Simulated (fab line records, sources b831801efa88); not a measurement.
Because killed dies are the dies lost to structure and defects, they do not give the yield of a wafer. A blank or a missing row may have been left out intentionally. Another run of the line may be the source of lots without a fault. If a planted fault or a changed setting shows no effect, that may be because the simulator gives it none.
Chamber matching / flow gf180mcu / 4 sister chambers for GF_V5_CMP_26 on cmp-02
The step polishes, stops on SiO2, t overpolish 15 s, target thk 0 nm. 8 wafers are shown with their chamber, then 7 later ones without.

EACH WAFER AND ITS CHAMBER
wafer=L648.4; chamber=0; motor current A (A)=9.9; time to endpoint s (s)=79
wafer=L655.5; chamber=2; motor current A (A)=11.1; time to endpoint s (s)=77
wafer=L655.6; chamber=1; motor current A (A)=12.9; time to endpoint s (s)=92
wafer=L658.1; chamber=2; motor current A (A)=10.5; time to endpoint s (s)=75
wafer=L658.4; chamber=3; motor current A (A)=13.3; time to endpoint s (s)=89
wafer=L658.6; chamber=3; motor current A (A)=12.2; time to endpoint s (s)=85
wafer=L662.1; chamber=0; motor current A (A)=8.9; time to endpoint s (s)=83
wafer=L662.2; chamber=1; motor current A (A)=14.1; time to endpoint s (s)=90

WAFERS WITH NO CHAMBER GIVEN
wafer=L662.5; motor current A (A)=11.1; time to endpoint s (s)=80
wafer=L666.3; motor current A (A)=9.6; time to endpoint s (s)=87
wafer=L666.4; motor current A (A)=12.7; time to endpoint s (s)=93
wafer=L666.6; motor current A (A)=12.2; time to endpoint s (s)=93
wafer=L670.2; motor current A (A)=13.9; time to endpoint s (s)=88
wafer=L670.4; motor current A (A)=12.5; time to endpoint s (s)=91
wafer=L670.6; motor current A (A)=10.8; time to endpoint s (s)=79

CHAMBER TAKEN BY EACH
wafer=L662.5; from the rows above=can't be placed: 2 or 0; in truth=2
wafer=L666.3; from the rows above=can't be placed: 0 or 3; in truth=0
wafer=L666.4; from the rows above=can't be placed: 1 or 3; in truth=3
wafer=L666.6; from the rows above=can't be placed: 1 or 3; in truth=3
wafer=L670.2; from the rows above=can't be placed: 1 or 3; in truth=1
wafer=L670.4; from the rows above=can't be placed: 1 or 3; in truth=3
wafer=L670.6; from the rows above=can't be placed: 2 or 0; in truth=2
Placed correctly: 0 of 7. These rows do not allow placing 7 (true chamber among the candidates in 7). Placed wrongly: 0.
How it was worked out, from the rows above alone: a wafer's distance from a chamber is the root of the sum, over the readings, of the square of ((its reading less the chamber's mean) divided by the reading's scatter). The wafer belongs to the nearest chamber; if the next one is less than 2 further off, it can't be placed. A chamber's mean is the mean of its shown wafers. The scatter: the root of (the sum of the squares of (reading less its chamber's mean) over the shown wafers, divided by (wafers less chambers)).
